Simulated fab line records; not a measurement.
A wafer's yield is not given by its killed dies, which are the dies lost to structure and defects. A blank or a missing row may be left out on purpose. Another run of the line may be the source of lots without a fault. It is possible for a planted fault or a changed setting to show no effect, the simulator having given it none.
Matching of chambers    flow sky130    cmp-01 running SKY_LI_CONTACT_CMP_02: 4 sister chambers
The step polishes PSG. 8 wafers are shown with their chamber, then 8 later ones without.

## EACH WAFER AND ITS CHAMBER
wafer   chamber  motor-current-A (A)  time-to-endpoint-s (s)
L502.2  0        10.8                 33.9
L502.4  1        12.6                 35.1
L506.1  3        11.1                 35.3
L506.2  0        10.9                 32.0
L506.6  1        12.8                 36.1
L508.2  3        11.2                 29.6
L508.6  2        13.4                 30.8
L513.3  2        13.2                 33.2

## WAFERS WITH NO CHAMBER GIVEN
wafer   motor-current-A (A)  time-to-endpoint-s (s)
L513.4  10.8                 37.2
L513.5  13.8                 32.7
L512.1  10.7                 31.7
L512.3  12.3                 34.4
L512.4  13.0                 30.3
L517.1  10.6                 32.3
L517.2  11.2                 35.9
L517.5  10.6                 31.1

## THE CHAMBER EACH PASSED THROUGH
wafer   from the rows above      in truth
L513.4  can't be placed: 0 or 3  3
L513.5  2                        2
L512.1  0                        0
L512.3  1                        1
L512.4  can't be placed: 2 or 1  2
L517.1  0                        0
L517.2  can't be placed: 3 or 0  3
L517.5  0                        0
5 of 8 placed correctly. Not placeable from these rows: 3 (in 3, the candidates include the true chamber). Wrongly placed: 0.
How it was worked out, from the rows above alone: a wafer's distance from a chamber is the root of the sum, over the readings, of the square of ((its reading less the chamber's mean) divided by the reading's scatter). The wafer belongs to the nearest chamber; if the next one is less than 2 further off, it can't be placed. Each chamber's mean is taken over the wafers shown for it. The scatter: take each reading less its chamber's mean, square it, sum over the shown wafers, divide by the number of wafers less the number of chambers, and take the root.
